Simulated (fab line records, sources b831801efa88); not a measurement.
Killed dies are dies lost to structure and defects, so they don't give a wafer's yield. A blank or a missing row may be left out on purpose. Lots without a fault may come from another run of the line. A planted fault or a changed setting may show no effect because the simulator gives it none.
Which tool did it? | flow gf180mcu | 14 lots, 40 wafers sampled, at 5 steps of a route of 602

WHAT THE GAUGES READ, wafer by wafer
GF_LVPWELL_OVL_MEAS_07.
lot  | measured    | on         | LVPWELL_OVL (nm)
L186 | day 3 20:53 | overlay-01 | -1.2 -4.0 -1.1
L189 | day 4 13:52 | overlay-01 | 0.4 1.7 1.4
L191 | day 4 23:40 | overlay-01 | 0.6 -1.3 0.4
L193 | day 5 16:32 | overlay-01 | -2.0 -2.4 -1.1
L194 | day 5 20:34 | overlay-02 | -1.0 -3.1 -2.9
L196 | day 6 04:19 | overlay-01 | -2.7 -3.3 -1.3
L197 | day 6 11:23 | overlay-02 | 1.7 1.0 1.4
L198 | day 6 15:32 | overlay-02 | 0.0 -0.9 -0.4
L199 | day 6 21:32 | overlay-01 | -1.1 0.1 -0.2
L200 | day 7 02:34 | overlay-02 | -0.6 -0.7 -2.7
L201 | day 7 09:10 | overlay-01 | 1.1 1.1
L203 | day 7 19:53 | overlay-02 | 0.7 0.6
L204 | day 8 06:37 | overlay-02 | -1.7 -1.5 -4.3
L207 | day 9 02:40 | overlay-02 | 0.3 -0.4 1.3

GF_VT_IMPLANT_TW_MEAS_21.
lot  | measured     | on            | VT_IMPLANT_2_TW
L186 | day 6 05:38  | film_metro-04 | 1214 1202 1210
L189 | day 7 01:01  | film_metro-04 | 1206 1211 1203
L191 | day 7 11:26  | film_metro-04 | 1207 1208 1205
L193 | day 8 07:49  | film_metro-02 | 1198 1200 1204
L194 | day 8 11:44  | film_metro-03 | 1201 1204 1209
L196 | day 8 21:45  | film_metro-02 | 1196 1203 1194
L197 | day 9 05:25  | film_metro-02 | 1207 1211 1201
L198 | day 9 10:18  | film_metro-02 | 1196 1208 1204
L199 | day 9 15:42  | film_metro-02 | 1209 1205 1208
L200 | day 9 23:50  | film_metro-03 | 1201 1205 1206
L201 | day 10 06:24 | film_metro-03 | 1117 1110
L203 | day 10 19:18 | film_metro-04 | 1126 1208
L204 | day 11 07:24 | film_metro-04 | 1210 1206 1209
L207 | day 12 04:01 | film_metro-02 | 1201 1205 1212

WHICH TOOL RAN EACH LOT (tool, then ch and the chambers of the sampled wafers, then the start)
lot  | GF_NWELL_STRIP_10                   | GF_LVPWELL_STRIP_10                 | GF_VT_IMPLANT_IMPLANT_19
L186 | plasma_asher-01 ch 0,1, day 3 08:33 | plasma_asher-02 ch 0,1, day 3 21:13 | implanter-03 ch 0, day 6 05:23
L189 | plasma_asher-03 ch 1, day 4 00:32   | plasma_asher-01 ch 0,1, day 4 14:12 | implanter-04 ch 0, day 7 00:47
L191 | plasma_asher-03 ch 0,1, day 4 09:41 | plasma_asher-02 ch 0,1, day 5 00:00 | implanter-02 ch 0, day 7 11:11
L193 | plasma_asher-03 ch 0,1, day 5 02:32 | plasma_asher-01 ch 0,1, day 5 16:52 | implanter-04 ch 0, day 8 07:35
L194 | plasma_asher-04 ch 0,1, day 5 06:24 | plasma_asher-01 ch 0,1, day 5 20:54 | implanter-04 ch 0, day 8 11:29
L196 | plasma_asher-01 ch 0,1, day 5 13:42 | plasma_asher-04 ch 0,1, day 6 04:39 | implanter-03 ch 0, day 8 21:30
L197 | plasma_asher-01 ch 0,1, day 5 20:35 | plasma_asher-04 ch 0,1, day 6 11:44 | implanter-04 ch 0, day 9 05:12
L198 | plasma_asher-04 ch 0,1, day 6 00:39 | plasma_asher-04 ch 0,1, day 6 15:52 | implanter-02 ch 0, day 9 10:03
L199 | plasma_asher-01 ch 0,1, day 6 06:36 | plasma_asher-02 ch 0,1, day 6 21:52 | implanter-03 ch 0, day 9 15:27
L200 | plasma_asher-03 ch 0,1, day 6 12:03 | plasma_asher-02 ch 0,1, day 7 02:54 | implanter-03 ch 0, day 9 23:36
L201 | plasma_asher-04 ch 0, day 6 17:54   | plasma_asher-02 ch 0, day 7 09:30   | implanter-03 ch 0, day 10 06:09
L203 | plasma_asher-04 ch 1, day 7 03:51   | plasma_asher-01 ch 0,1, day 7 20:13 | implanter-03 ch 0, day 10 19:03
L204 | plasma_asher-03 ch 0,1, day 7 14:17 | plasma_asher-04 ch 0,1, day 8 06:57 | implanter-02 ch 0, day 11 07:09
L207 | plasma_asher-04 ch 0,1, day 8 09:42 | plasma_asher-04 ch 0,1, day 9 03:00 | implanter-02 ch 0, day 12 03:46
- GF_NWELL_STRIP_10: strips in O2/N2.
- GF_LVPWELL_STRIP_10: strips in O2/N2.
- GF_VT_IMPLANT_IMPLANT_19

WHAT THE TOOLS THEMSELVES READ (means of the sampled wafers that have a number; where no wafer has one, the mark that the record gives instead)
GF_NWELL_STRIP_10.
lot  | tool            | drypump_motor_current_A (A) | heater_power_w (W) | oes_product_au (a.u.) | strip_time_to_endpoint_s (s)
L186 | plasma_asher-01 | 5.85                        | 340                | 0.720                 | 36.85
L189 | plasma_asher-03 | 5.60                        | 320                | 0.723                 | 36.77
L191 | plasma_asher-03 | 5.69                        | 330                | 0.724                 | 36.95
L193 | plasma_asher-03 | 5.69                        | 328                | 0.722                 | 37.04
L194 | plasma_asher-04 | 5.79                        | 362                | 0.724                 | 36.94
L196 | plasma_asher-01 | 5.87                        | 337                | 0.723                 | 37.10
L197 | plasma_asher-01 | 5.87                        | 340                | 0.727                 | 36.92
L198 | plasma_asher-04 | 5.62                        | 360                | 0.722                 | 36.84
L199 | plasma_asher-01 | 5.73                        | 340                | 0.721                 | 36.90
L200 | plasma_asher-03 | 5.75                        | 335                | 0.721                 | 36.90
L201 | plasma_asher-04 | 5.96                        | 360                | 0.726                 | 36.95
L203 | plasma_asher-04 | 5.48                        | 359                | 0.724                 | 36.98
L204 | plasma_asher-03 | 5.78                        | 336                | 0.721                 | 37.00
L207 | plasma_asher-04 | 5.64                        | 363                | 0.724                 | 36.98

GF_LVPWELL_STRIP_10.
lot  | tool            | drypump_motor_current_A (A) | heater_power_w (W) | oes_product_au (a.u.) | strip_time_to_endpoint_s (s)
L186 | plasma_asher-02 | 6.01                        | 355                | 0.725                 | 37.09
L189 | plasma_asher-01 | 5.72                        | 338                | 0.719                 | 37.03
L191 | plasma_asher-02 | 6.02                        | 355                | 0.729                 | 36.87
L193 | plasma_asher-01 | 5.87                        | 331                | 0.721                 | 36.97
L194 | plasma_asher-01 | 5.87                        | 341                | 0.721                 | 37.02
L196 | plasma_asher-04 | 5.63                        | 369                | 0.722                 | 37.17
L197 | plasma_asher-04 | 5.65                        | 361                | 0.721                 | 36.88
L198 | plasma_asher-04 | 5.78                        | 360                | 0.722                 | 37.04
L199 | plasma_asher-02 | 6.05                        | 355                | 0.718                 | 37.03
L200 | plasma_asher-02 | 6.03                        | 356                | 0.719                 | 36.89
L201 | plasma_asher-02 | 5.79                        | 328                | 0.726                 | 37.09
L203 | plasma_asher-01 | 5.80                        | 336                | 0.723                 | 37.03
L204 | plasma_asher-04 | 5.80                        | 357                | 0.717                 | 36.92
L207 | plasma_asher-04 | 5.80                        | 359                | 0.721                 | 37.02

GF_VT_IMPLANT_IMPLANT_19.
lot  | tool         | beam_energy_keV | beam_on_s (s) | faraday_current_uA | tilt_deg (degrees)
L186 | implanter-03 | 99.94           | 9.77          | 25.1               | 6.990
L189 | implanter-04 | 100.01          | 10.17         | 24.1               | 7.012
L191 | implanter-02 | 100.02          | 9.86          | 24.9               | 6.999
L193 | implanter-04 | 99.99           | 10.01         | 24.5               | 7.029
L194 | implanter-04 | 100.04          | 10.02         | 24.4               | 7.006
L196 | implanter-03 | 100.03          | 10.03         | 24.5               | 6.970
L197 | implanter-04 | 100.00          | 10.06         | 24.4               | 6.998
L198 | implanter-02 | 100.02          | 9.88          | 24.8               | 7.016
L199 | implanter-03 | 99.99           | 9.79          | 25.0               | 7.004
L200 | implanter-03 | 100.00          | 9.91          | 24.8               | 6.996
L201 | implanter-03 | 100.02          | 8.04          | 30.5               | 7.005
L203 | implanter-03 | 100.03          | 9.04          | 27.8               | 7.001
L204 | implanter-02 | 99.98           | 9.98          | 24.5               | 7.003
L207 | implanter-02 | 100.04          | 10.04         | 24.5               | 7.012

THE ANSWER, worked out from the rows above alone
Rule: what is usual is taken from the lots themselves. Put in order of their means at a reading, lots are off if they are a third of the lots or fewer, leave a main group of 4 or more, and stand apart from it by a gap of 3 or more times the standard deviation of the main group's means; of several such gaps the widest counts. A main group whose means are all the same, to the digits that the tables above print for the reading, isn't used. A lot without any number at a reading at which 4 lots or more have one is off too. The other lots that the step has rows for count as sound. The gauges are gone through in route order, then the tools' own readings, and for those a lot's mean is taken as printed above. The first step at which some lot is off is used, and at that step the reading that is off furthest; a lot without a number counts as furthest.
Off: L201, L203, at GF_VT_IMPLANT_TW_MEAS_21 (VT_IMPLANT_2_TW). The main group: mean 1205, standard deviation 3.1.
A tool fits if, at a process step before that reading, it ran every lot that is off, and no sound lot after the first of them. The gauges at GF_VT_IMPLANT_TW_MEAS_21 aren't tried: what is off there is off at GF_VT_IMPLANT_IMPLANT_19 too, on other tools, and a gauge's error can't cause that. One fits: implanter-03 at GF_VT_IMPLANT_IMPLANT_19. Its last sound lot is L200 (day 9 23:36), its first lot that is off L201 (day 10 06:09): a fault that began between those two fits.
The tool's own readings at GF_VT_IMPLANT_IMPLANT_19 bear it out: on the lots that are off they differ by more than 5 times the standard deviation of the sound lots' means. beam_on_s reads 8.54 s there against 9.96 s on the sound lots; faraday_current_uA reads 29.1 there against 24.6 on the sound lots.

WHAT THE SIMULATOR HAD PUT IN
Process parameter drift: implanter-03, from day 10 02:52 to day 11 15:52, at GF_VT_IMPLANT_IMPLANT_19. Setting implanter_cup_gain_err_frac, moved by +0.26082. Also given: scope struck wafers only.
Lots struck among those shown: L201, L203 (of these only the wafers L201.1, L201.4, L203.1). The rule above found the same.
